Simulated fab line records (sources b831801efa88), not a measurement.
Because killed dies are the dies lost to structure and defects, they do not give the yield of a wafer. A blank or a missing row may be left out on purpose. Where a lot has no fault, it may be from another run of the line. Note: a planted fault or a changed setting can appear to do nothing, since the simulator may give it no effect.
fab line records + flow sky130
record
- lots=11
- wafers=33
- last-day=50
route steps=708 shown FIELD_ISO@18 NWELL@59
lots that met no fault: from a run of the same line without faults
start-h: the number of hours between the record's first day and the start of the first shown wafer of the lot + wait-h: hours elapsed since this lot's preceding step + " as in the row above + L1.1+2: several wafers, shown together as one row + - value missing, or start not given + * or withheld: withheld + < > ~ a bound
route shown NAME@n: NAME is a module with steps in the file, n the number in the route of the first one + usual: average and standard deviation across the fault-free wafers + same: alike in all rows + chamber/n: place in a boat + sites: per-site readings + _std_site: the standard deviation of these + _edge_site: inner sites' mean taken away from outer sites' mean + radius-mm: for every site, how far away it sits from the centre of the wafer + mask NAME#n: copy n + behind: tool/chamber where the wafer was last shaped + hold: reason for holding the lot/hours on hold/outcome of the hold + device: the transistor (n, p or np) that didn't switch + end of line: the tests these same wafers got at the end of their route + step lacking rows: just its recipe + killed: at the first sort, the dies lost to defects and structure; wafer yield is something else + map: per-die view of a wafer (x killed, . not killed, _ where there is no die)
set.NAME: the setting the step ran with; set.NAME@STEP: the setting that earlier step ran with + model.NAME: the simulator's own value behind a step, which no gauge read
steps of the route over a sample of lots; a table a step, a row a wafer
services: from which hour (start-h, from the record's first day; less than 0 if before it) a tool's chamber was out of use, for how many hours, and why
## steps
# step SKY_FIELD_ISO_ETCH_17
# recipe
- target-depth-a=3420
- mask-material=Si3N4
- chemistry=HBr/Cl2/O2
- target=Si
- taper-deg=5
- icp-w=600
- bias-w=150
- pressure-mtorr=15
- HBr_flow_sccm=150
- Cl2_flow_sccm=40
- O2_flow_sccm=6
- time-s=97.7
# usual
- drypump-motor-current-A=5.48/0.3
- oes-product-au=1.001/0.0074
- throttle-valve-pct=25.656/0.0096
| lot.wafer | tool      | chamber | start-h | wait-h | drypump-motor-current-A | oes-product-au | rf-hours-counter-h | throttle-valve-pct |
|-----------|-----------|---------|---------|--------|-------------------------|----------------|--------------------|--------------------|
| L437.1    | rie-si-02 | 1       | 29.57   | 0.1    | 5.26                    | 1.007          | 82                 | 25.652             |
| L437.4    | "         | 0       | "       | "      | 5.43                    | 0.999          | 133                | 25.643             |
| L437.5    | "         | 1       | "       | "      | 5.30                    | 1.013          | -                  | 25.662             |
| L438.1    | rie-si-01 | 2       | 33.83   | 0.1    | 5.31                    | 1.000          | 86                 | 25.643             |
| L438.4    | "         | 3       | "       | "      | 5.15                    | 0.992          | 2                  | 25.669             |
| L438.5    | "         | 3       | "       | "      | 5.16                    | 0.987          | -                  | 25.648             |
| L439.2    | rie-si-01 | 3       | 40.08   | 0.1    | 5.17                    | 0.999          | 2                  | 25.662             |
| L439.5    | "         | 1       | "       | "      | 5.98                    | 0.992          | -                  | 25.673             |
| L439.6    | "         | 0       | "       | "      | 5.92                    | 0.999          | -                  | 25.651             |
| L440.1    | rie-si-02 | 0       | 44.43   | 0.1    | 5.39                    | 0.991          | 133                | 25.677             |
| L440.2    | "         | 2       | "       | "      | 5.24                    | 1.001          | 58                 | 25.654             |
| L440.3    | "         | 1       | "       | "      | 5.28                    | 0.986          | 82                 | 25.677             |
| L441.2    | rie-si-01 | 2       | 50.13   | 0.1    | 5.33                    | 1.002          | 87                 | 25.669             |
| L441.5    | "         | 3       | "       | "      | 5.15                    | 0.989          | -                  | 25.664             |
| L441.6    | "         | 2       | "       | "      | 5.30                    | 0.993          | -                  | 25.660             |
| L448.3    | rie-si-02 | 2       | 85.97   | 0.0    | 5.17                    | 1.004          | 58                 | 25.643             |
| L448.4    | "         | 1       | "       | "      | 5.33                    | 1.013          | 82                 | 25.645             |
| L448.6    | "         | 1       | "       | "      | 5.32                    | 0.995          | -                  | 25.661             |
| L449.1    | rie-si-01 | 0       | 90.42   | 0.1    | 5.89                    | 1.002          | 3                  | 25.658             |
| L449.4    | "         | 1       | "       | "      | 6.02                    | 1.002          | 135                | 25.658             |
| L449.6    | "         | 3       | "       | "      | 5.17                    | 0.988          | -                  | 25.668             |
| L455.1    | rie-si-02 | 3       | 121.33  | 0.1    | 5.66                    | 1.006          | 129                | 25.649             |
| L455.4    | "         | 1       | "       | "      | 5.30                    | 1.007          | 82                 | 25.660             |
| L455.6    | "         | 1       | "       | "      | 5.29                    | 0.994          | -                  | 25.674             |
| L457.1    | rie-si-02 | 2       | 132.63  | 0.1    | 5.21                    | 1.007          | 58                 | 25.647             |
| L457.2    | "         | 3       | "       | "      | 5.71                    | 1.008          | 129                | 25.650             |
| L457.3    | "         | 0       | "       | "      | 5.43                    | 0.997          | 134                | 25.659             |
| L459.2    | rie-si-01 | 2       | 142.97  | 0.1    | 5.32                    | 0.999          | 87                 | 25.659             |
| L459.3    | "         | 0       | "       | "      | 5.89                    | 1.009          | 4                  | 25.665             |
| L459.4    | "         | 1       | "       | "      | 5.99                    | 1.003          | 136                | 25.640             |
| L460.1    | rie-si-02 | 3       | 148.13  | 0.1    | 5.68                    | 1.009          | 129                | 25.641             |
| L460.3    | "         | 1       | "       | "      | 5.29                    | 1.009          | 83                 | 25.664             |
| L460.4    | "         | 0       | "       | "      | 5.43                    | 1.006          | 134                | 25.649             |
# step SKY_FIELD_ISO_THK_MEAS_23
# recipe
- reads=SiO2_of_FIELD_ISO_OXIDATION_22
# usual
- FIELD_ISO_OXIDATION_01_THK=10.08/0.2
| lot.wafer | tool          | chamber | start-h | wait-h | FIELD_ISO_OXIDATION_01_THK[nm] |
|-----------|---------------|---------|---------|--------|--------------------------------|
| L437.1    | film-metro-02 | -       | 31.08   | 0.0    | 10.10                          |
| L437.4    | "             | -       | "       | "      | 9.99                           |
| L437.5    | "             | -       | "       | "      | 9.89                           |
| L438.1    | film-metro-04 | -       | 35.42   | 0.0    | 10.39                          |
| L438.4    | "             | -       | "       | "      | 10.37                          |
| L438.5    | "             | -       | "       | "      | 10.20                          |
| L439.2    | film-metro-04 | -       | 43.42   | 0.0    | 10.15                          |
| L439.5    | "             | -       | "       | "      | 10.18                          |
| L439.6    | "             | -       | "       | "      | 10.07                          |
| L440.1    | film-metro-04 | -       | 47.43   | 0.0    | 10.33                          |
| L440.2    | "             | -       | "       | "      | 10.06                          |
| L440.3    | "             | -       | "       | "      | 10.23                          |
| L441.2    | film-metro-02 | -       | 52.86   | 0.0    | 9.88                           |
| L441.5    | "             | -       | "       | "      | 9.99                           |
| L441.6    | "             | -       | "       | "      | 10.07                          |
| L448.3    | film-metro-02 | -       | 87.83   | 0.0    | 10.16                          |
| L448.4    | "             | -       | "       | "      | 10.08                          |
| L448.6    | "             | -       | "       | "      | 10.07                          |
| L449.1    | film-metro-04 | -       | 93.07   | 0.0    | 10.05                          |
| L449.4    | "             | -       | "       | "      | 9.93                           |
| L449.6    | "             | -       | "       | "      | 10.34                          |
| L455.1    | film-metro-03 | -       | 122.85  | 0.0    | 10.32                          |
| L455.4    | "             | -       | "       | "      | 10.51                          |
| L455.6    | "             | -       | "       | "      | 10.21                          |
| L457.1    | film-metro-02 | -       | 134.32  | 0.0    | 10.08                          |
| L457.2    | "             | -       | "       | "      | 10.04                          |
| L457.3    | "             | -       | "       | "      | 9.79                           |
| L459.2    | film-metro-02 | -       | 144.49  | 0.0    | 10.19                          |
| L459.3    | "             | -       | "       | "      | 10.00                          |
| L459.4    | "             | -       | "       | "      | 10.13                          |
| L460.1    | film-metro-04 | -       | 152.19  | 0.0    | 10.25                          |
| L460.3    | "             | -       | "       | "      | 10.14                          |
| L460.4    | "             | -       | "       | "      | 10.19                          |
# step SKY_FIELD_ISO_CMP_27
# recipe
- stop-on=Si3N4
- t-overpolish-s=16
- down-force-psi=4
- platen-rpm=60
- target-thk-nm=457.8
- pad-velocity-m-s=0.94248
# usual
- motor-current-A=11.4/1.1
- overpolish-run-s=15.999/0.0088
- time-to-endpoint-s=112/3.7
| lot.wafer | tool   | chamber | start-h | wait-h | motor-current-A | overpolish-run-s | time-to-endpoint-s |
|-----------|--------|---------|---------|--------|-----------------|------------------|--------------------|
| L437.1    | cmp-02 | 3       | 32.82   | 0.1    | 11.9            | 16.011           | 108                |
| L437.4    | "      | 1       | "       | "      | 11.0            | 15.990           | 109                |
| L437.5    | "      | 2       | "       | "      | 10.1            | 16.011           | 111                |
| L438.4    | cmp-01 | 0       | 38.54   | 0.1    | 13.2            | 16.003           | 103                |
| L438.1    | "      | 1       | "       | "      | 9.5             | 16.004           | 109                |
| L438.5    | "      | 3       | "       | "      | 12.4            | 15.997           | 109                |
| L439.2    | cmp-01 | 2       | 46.26   | 0.0    | 11.3            | 16.008           | 109                |
| L439.6    | "      | 2       | "       | "      | 11.1            | 16.007           | 107                |
| L439.5    | "      | 3       | "       | "      | 12.0            | 15.986           | 110                |
| L440.2    | cmp-01 | 1       | 50.33   | 0.0    | 9.6             | 15.988           | 109                |
| L440.3    | "      | 3       | "       | "      | 12.7            | 15.991           | 114                |
| L440.1    | "      | 0       | "       | "      | 12.9            | 15.998           | 103                |
| L441.2    | cmp-01 | 3       | 55.24   | 0.1    | 12.6            | 16.005           | 113                |
| L441.6    | "      | 0       | "       | "      | 12.7            | 16.000           | 110                |
| L441.5    | "      | 1       | "       | "      | 9.8             | 15.994           | 111                |
| L448.3    | cmp-02 | 1       | 90.36   | 0.0    | 11.6            | 16.004           | 114                |
| L448.4    | "      | 3       | "       | "      | 11.7            | 15.995           | 108                |
| L448.6    | "      | 2       | "       | "      | 10.0            | 15.998           | 113                |
| L449.4    | cmp-01 | 0       | 94.86   | 0.1    | 13.1            | 16.008           | 105                |
| L449.1    | "      | 1       | "       | "      | 9.6             | 15.997           | 113                |
| L449.6    | "      | 2       | "       | "      | 11.7            | 15.990           | 103                |
| L455.4    | cmp-01 | 2       | 124.59  | 0.1    | 10.5            | 15.993           | 115                |
| L455.1    | "      | 0       | "       | "      | 13.6            | 15.991           | 111                |
| L455.6    | "      | 1       | "       | "      | 9.4             | 16.003           | 119                |
| L457.2    | cmp-01 | 1       | 136.01  | 0.0    | 9.3             | 15.990           | 122                |
| L457.1    | "      | 2       | "       | "      | 11.4            | 16.001           | 112                |
| L457.3    | "      | 0       | "       | "      | 12.4            | 16.008           | 114                |
| L459.2    | cmp-02 | 0       | 146.17  | 0.0    | 11.6            | 16.012           | 115                |
| L459.4    | "      | 2       | "       | "      | 10.3            | 16.002           | 111                |
| L459.3    | "      | 3       | "       | "      | 12.3            | 16.008           | 112                |
| L460.1    | cmp-02 | 2       | 154.09  | 0.1    | 9.6             | 16.002           | 110                |
| L460.4    | "      | 3       | "       | "      | 11.8            | 15.984           | 106                |
| L460.3    | "      | 0       | "       | "      | 11.3            | 15.995           | 105                |
# step SKY_NWELL_SOFTBAKE_06
# recipe
- temp-c=110
- time-s=withheld
# usual
- heater-power-total-W=65.32/0.13
- plate-temp-C=110.01/0.12
| lot.wafer | tool           | chamber | start-h | wait-h | heater-power-total-W | plate-temp-C |
|-----------|----------------|---------|---------|--------|----------------------|--------------|
| L437.1    | litho-track-04 | 0       | 74.35   | 0.1    | 65.23                | 110.09       |
| L437.4    | "              | 0       | "       | "      | 65.54                | 110.04       |
| L437.5    | "              | 0       | "       | "      | 65.21                | 110.09       |
| L438.1    | litho-track-02 | 0       | 79.70   | 0.1    | 65.49                | 109.72       |
| L438.4    | "              | 0       | "       | "      | 65.19                | 110.13       |
| L438.5    | "              | 0       | "       | "      | 65.44                | 109.97       |
| L439.2    | litho-track-03 | 0       | 89.25   | 0.1    | 65.41                | 110.13       |
| L439.5    | "              | 0       | "       | "      | 65.37                | 110.12       |
| L439.6    | "              | 0       | "       | "      | 65.18                | 110.19       |
| L440.1    | litho-track-02 | 0       | 95.10   | 0.1    | 65.40                | 109.97       |
| L440.2    | "              | 0       | "       | "      | 65.26                | 109.89       |
| L440.3    | "              | 0       | "       | "      | 65.41                | 109.90       |
| L441.2    | litho-track-02 | 0       | 100.18  | 0.1    | 65.44                | 110.24       |
| L441.5    | "              | 0       | "       | "      | 65.29                | 110.05       |
| L441.6    | "              | 0       | "       | "      | 65.41                | 109.94       |
| L448.3    | litho-track-03 | 0       | 139.33  | 0.1    | 70.69                | 116.87       |
| L448.4    | "              | 0       | "       | "      | 70.95                | 116.78       |
| L448.6    | "              | 0       | "       | "      | 70.93                | 116.84       |
| L449.1    | litho-track-03 | 0       | 144.66  | 0.1    | 70.61                | 116.64       |
| L449.4    | "              | 0       | "       | "      | 70.87                | 116.64       |
| L449.6    | "              | 0       | "       | "      | 70.61                | 116.84       |
| L455.1    | litho-track-04 | 0       | 177.05  | 0.1    | 65.07                | 110.07       |
| L455.4    | "              | 0       | "       | "      | 65.33                | 109.86       |
| L455.6    | "              | 0       | "       | "      | 65.51                | 110.04       |
| L457.1    | litho-track-02 | 0       | 188.80  | 0.1    | 65.29                | 109.94       |
| L457.2    | "              | 0       | "       | "      | 65.37                | 110.06       |
| L457.3    | "              | 0       | "       | "      | 65.12                | 109.85       |
| L459.2    | litho-track-03 | 0       | 202.60  | 0.1    | 65.43                | 110.18       |
| L459.3    | "              | 0       | "       | "      | 65.13                | 109.90       |
| L459.4    | "              | 0       | "       | "      | 65.35                | 109.95       |
| L460.1    | litho-track-02 | 0       | 208.60  | 0.1    | 65.12                | 110.02       |
| L460.3    | "              | 0       | "       | "      | 65.24                | 109.97       |
| L460.4    | "              | 0       | "       | "      | 65.26                | 110.10       |
# step SKY_NWELL_STRIP_14
# recipe
- chemistry=O2/N2
- power-w=1400
- pressure-mtorr=1500
- platen-temp-c=withheld
- o2-flow-sccm=3000
- n2-flow-sccm=300
- overash-fraction=0.5
# usual
- drypump-motor-current-A=5.7/0.5
- oes-product-au=0.722/0.0047
- strip-time-to-endpoint-s=36.89/0.1
| lot.wafer | tool            | chamber | start-h | wait-h | drypump-motor-current-A | oes-product-au | rf-hours-counter-h | strip-time-to-endpoint-s |
|-----------|-----------------|---------|---------|--------|-------------------------|----------------|--------------------|--------------------------|
| L437.1    | plasma-asher-02 | 1       | 83.08   | 0.1    | 5.8                     | 0.728          | 42                 | 36.80                    |
| L437.4    | "               | 0       | "       | "      | 6.2                     | 0.722          | -                  | 36.90                    |
| L437.5    | "               | 1       | "       | "      | 5.8                     | 0.726          | -                  | 36.72                    |
| L438.1    | plasma-asher-03 | 1       | 88.35   | 0.1    | 4.7                     | 0.714          | 40                 | 37.02                    |
| L438.4    | "               | 1       | "       | "      | 4.7                     | 0.725          | -                  | 36.91                    |
| L438.5    | "               | 0       | "       | "      | 5.7                     | 0.729          | -                  | 37.04                    |
| L439.2    | plasma-asher-03 | 0       | 98.05   | 0.1    | 5.7                     | 0.728          | 41                 | 36.78                    |
| L439.5    | "               | 1       | "       | "      | 4.7                     | 0.719          | -                  | 36.93                    |
| L439.6    | "               | 0       | "       | "      | 5.7                     | 0.720          | -                  | 36.78                    |
| L440.1    | plasma-asher-02 | 1       | 104.03  | 0.1    | 5.8                     | 0.719          | 44                 | 36.93                    |
| L440.2    | "               | 0       | "       | "      | 6.2                     | 0.723          | 44                 | 37.00                    |
| L440.3    | "               | 0       | "       | "      | 6.2                     | 0.728          | -                  | 36.96                    |
| L441.2    | plasma-asher-02 | 0       | 109.64  | 0.1    | 6.2                     | 0.714          | 44                 | 36.95                    |
| L441.5    | "               | 1       | "       | "      | 5.8                     | 0.726          | -                  | 36.87                    |
| L441.6    | "               | 0       | "       | "      | 6.2                     | 0.723          | -                  | 36.90                    |
| L448.3    | plasma-asher-02 | 1       | 149.83  | 0.1    | 5.8                     | 0.722          | -                  | 36.10                    |
| L448.4    | "               | 0       | "       | "      | 6.2                     | 0.721          | -                  | 36.20                    |
| L448.6    | "               | 0       | "       | "      | 6.2                     | 0.718          | -                  | 36.14                    |
| L449.1    | plasma-asher-02 | 0       | 155.95  | 0.1    | 6.2                     | 0.724          | 49                 | 36.28                    |
| L449.4    | "               | 1       | "       | "      | 5.8                     | 0.721          | -                  | 36.37                    |
| L449.6    | "               | 0       | "       | "      | 6.2                     | 0.723          | -                  | 36.34                    |
| L455.1    | plasma-asher-02 | 1       | 187.64  | 0.1    | 5.8                     | 0.720          | 53                 | 36.91                    |
| L455.4    | "               | 1       | "       | "      | 5.8                     | 0.724          | -                  | 36.85                    |
| L455.6    | "               | 0       | "       | "      | 6.2                     | 0.720          | -                  | 36.84                    |
| L457.1    | plasma-asher-01 | 0       | 201.00  | 0.1    | 5.0                     | 0.720          | 51                 | 37.00                    |
| L457.2    | "               | 1       | "       | "      | 5.5                     | 0.722          | 51                 | 36.98                    |
| L457.3    | "               | 1       | "       | "      | 5.5                     | 0.724          | -                  | 37.00                    |
| L459.2    | plasma-asher-03 | 0       | 214.19  | 0.1    | 5.7                     | 0.719          | 10                 | 36.98                    |
| L459.3    | "               | 1       | "       | "      | 4.7                     | 0.721          | -                  | 36.91                    |
| L459.4    | "               | 0       | "       | "      | 5.7                     | 0.723          | -                  | 37.00                    |
| L460.1    | plasma-asher-03 | 0       | 220.78  | 0.1    | 5.7                     | 0.721          | 10                 | 36.91                    |
| L460.3    | "               | 1       | "       | "      | 4.7                     | 0.711          | -                  | 36.93                    |
| L460.4    | "               | 0       | "       | "      | 5.7                     | 0.727          | -                  | 36.96                    |
## services
| tool            | chamber | start-h | hours | kind           |
|-----------------|---------|---------|-------|----------------|
| plasma-asher-02 | -       | 8.02    | 0.8   | repair         |
| cmp-02          | -       | 11.49   | 8.3   | pm             |
| cmp-01          | -       | 23.85   | 0.3   | repair         |
| plasma-asher-02 | -       | 51.34   | 2.8   | pm             |
| cmp-02          | -       | 64.00   | 4.0   | pm             |
| cmp-02          | -       | 89.13   | 0.5   | repair         |
| cmp-01          | -       | 99.72   | 0.6   | repair         |
| cmp-02          | -       | 105.47  | 0.5   | repair         |
| plasma-asher-03 | -       | 108.75  | 9.0   | pm             |
| cmp-01          | -       | 120.43  | 2.0   | repair         |
| plasma-asher-03 | -       | 122.81  | 2.5   | repair         |
| rie-si-02       | 0       | 154.37  | -     | clean          |
| rie-si-02       | 0       | 154.37  | 24.4  | scheduled-down |
| rie-si-02       | 0       | 154.37  | 24.4  | vent-cycle     |
| cmp-01          | -       | 160.69  | 1.3   | repair         |
| rie-si-02       | 1       | 171.86  | 2.7   | repair         |
| cmp-01          | -       | 172.76  | 5.0   | pm             |
| cmp-02          | -       | 174.65  | 2.6   | repair         |
| rie-si-02       | 3       | 178.73  | -     | clean          |
| rie-si-02       | 3       | 178.73  | 22.3  | scheduled-down |
| cmp-01          | -       | 191.52  | 15.0  | pm             |
| cmp-02          | -       | 206.49  | 5.6   | pm             |
| plasma-asher-01 | -       | 207.45  | 2.7   | repair         |
| cmp-01          | -       | 209.77  | 0.2   | repair         |
## key
first-sign
- step=SKY_NWELL_SOFTBAKE_06
- reading=plate-temp-C
- direction=up
- sigmas=57
- usual=*
- struck=*
effect
- step=SKY_NWELL_SOFTBAKE_06
- reading=heater-power-total-W
- direction=up
- sigmas=41
- usual=*
- struck=*
effect
- step=SKY_NWELL_STRIP_14
- reading=strip-time-to-endpoint-s
- direction=down
- sigmas=6.5
- usual=*
- struck=*
met-at SKY_NWELL_SOFTBAKE_06
struck-lots L448,L449
tester-left-out L448,L449
not-acting-at SKY_FIELD_ISO_ETCH_17,SKY_FIELD_ISO_THK_MEAS_23,SKY_FIELD_ISO_CMP_27
onset-between 89.25 139.33
fault
- kind=process-parameter-drift
- tool=litho-track-03
- chamber=-
- onset-h=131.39
- steps=SKY_NWELL_SOFTBAKE_06
- channel=temp-c
- offset=*
- shape=step
- end-h=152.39
- acts-in=*
- stated=*
# tester-left-out: of these lots the tester's yield and bins aren't shown, on N5 and GAA mostly nor the transistor test; their killed dies are dies lost to structure and defects alone, not to doping, threshold or leakage, so they don't give the yield
